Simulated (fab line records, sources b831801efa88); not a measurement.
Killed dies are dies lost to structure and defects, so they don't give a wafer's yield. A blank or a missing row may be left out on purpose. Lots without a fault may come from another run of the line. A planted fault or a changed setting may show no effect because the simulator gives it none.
A struck lot beside a sound one | flow sky130 | 21 steps out of a route of 708
Sound: wafers L498.1, L498.4, L498.5. Struck: wafers L504.1, L504.2, L504.5. The cause comes at the end.
At each step with rows: each side's tool, then ch and its chambers, then its first start. Under that, the readings that differ: sound wafers | struck wafers | difference of the means | sigmas: that difference in standard deviations of wafers without a fault.
alike: readings whose means differ by less than 2 such deviations, and words and numbers that are the same on both sides. not compared: withheld readings, readings that some wafer has no value for, bounds like >300 that may hide the same value, and numbers for which the record gives no deviation and whose values overlap.
The two part at a step that has a row with sigmas, a row that says differs or no value, or rows on one side only. Numbers that don't overlap but have no deviation are shown without sigmas and don't part them. A reading that every wafer of one side lacks parts them only if that side has two wafers or more.

SKY_POLY_GATE_THK_MEAS_21:
  sound on film_metro-01, day 19 15:59; struck on film_metro-04, day 22 16:12
  alike: POLY_GATE_OXIDATION_THK
SKY_POLY_GATE_CD_MEAS_22:
  sound on cd_sem-02, day 19 16:03; struck on cd_sem-02, day 22 16:16
  alike: cd_nm
then, 7 steps without rows for these wafers: SKY_LDD_N_DEHYDRATE_00 (time 60 s); SKY_LDD_N_HMDS_01 (prime time 60 s); SKY_LDD_N_COAT_02 (resist thk 300 nm); SKY_LDD_N_SOFTBAKE_03 (time 60 s); SKY_LDD_N_EXPOSE_04 (exposes mask NTM, target cd 840 nm); SKY_LDD_N_PEB_05; SKY_LDD_N_DEVELOP_06 (develop time 60 s).
SKY_LDD_N_OVL_MEAS_07:
  sound on overlay-02, day 20 22:17; struck on overlay-01, day 23 22:49
  alike: LDD_N_OVL
then, 2 steps without rows for these wafers: SKY_LDD_N_IMPLANT_08; SKY_LDD_N_IMPLANT_09.
SKY_LDD_N_IMPLANT_10:
  sound on implanter-03 ch 0, day 20 22:37; struck on implanter-02 ch 0, day 23 23:10
  reading                   | sound             | struck            | difference | sigmas
  implant_ion_amu           | 75 75 75          | 31 31 31          | -44        |
  model.implant.rp_nm (nm)  | 15.67 15.67 15.67 | 27.5 27.5 27.5    | +11.8      |
  model.implant.drp_nm (nm) | 7.212 7.212 7.212 | 12.97 12.97 12.97 | +5.76      |
  alike: dose_ions_cm2
then, 5 steps without rows for these wafers: SKY_LDD_N_IMPLANT_11; SKY_LDD_N_IMPLANT_12; SKY_LDD_N_IMPLANT_13; SKY_LDD_N_IMPLANT_14; SKY_LDD_N_IMPLANT_15.
SKY_LDD_N_STRIP_16: strips in O2/N2.
  sound on plasma_asher-04 ch 0,1, day 20 23:31; struck on plasma_asher-04 ch 0,1, day 24 00:04
  reading                      | sound             | struck            | difference | sigmas
  strip_time_to_endpoint_s (s) | 4.301 4.330 4.325 | 4.214 4.221 4.226 | -0.098     | -8
  alike: drypump_motor_current_A, oes_product_au
  not compared: rf_hours_counter_h
SKY_LDD_N_TW_MEAS_17:
  sound on film_metro-01, day 20 23:37; struck on film_metro-01, day 24 00:10
  alike: LDD_N_TW
-- the record jumps here: 26 days lie between the struck wafers' starts before and after (it left off in module LDD_N and takes up again in module PAD_OPEN, whose first step shown is number 708 of the route) --
SKY_PAD_OPEN_PROBE_99:
  sound on prober-02, day 48 06:57; struck on prober-02, day 50 02:18
  reading                                   | sound             | struck            | difference | sigmas
  killed_at_other                           | 0 2 1             | 0 0 0             | -1         | -2
  model.etest.tip_n.rs_ohm_sq               | 446 444 449.4     | 386.5 382.2 383.9 | -62.3      |
  model.etest.nfet_01v8_turned.drive_ua_um  | 485.9 495.1 502.2 | 537.5 538.1 545.7 | +46.0      |
  model.etest.nfet_01v8_lvt.drive_ua_um     | 555 569.5 577.8   | 606.1 608.9 613   | +41.9      |
  model.etest.nfet_01v8.drive_ua_um         | 481.9 494.9 498.8 | 527.2 528.5 534.2 | +38.1      |
  model.etest.sram_nfet_pass.drive_ua_um    | 461.1 466.2 478   | 523.8 514.2 515.5 | +49.4      |
  model.etest.nfet_01v8_swapped.drive_ua_um | 482.9 499.6 496.5 | 521.9 526.5 535.2 | +34.9      |
  model.etest.nfet_01v8.r_on_ohm_um         | 853.5 837 837     | 819.5 809.1 805.6 | -31.1      |
  alike: killed_at_M0_to_M3, killed_at_M4_up, killed_at_contacts, killed_at_front_end, killed_dies, killed_open, killed_short
  not compared: model.etest.res_ndiff.rs_ohm_sq

WHERE THEY PART
First at SKY_LDD_N_STRIP_16; last, within this record, at SKY_PAD_OPEN_PROBE_99.

WHY: what the simulator had put in
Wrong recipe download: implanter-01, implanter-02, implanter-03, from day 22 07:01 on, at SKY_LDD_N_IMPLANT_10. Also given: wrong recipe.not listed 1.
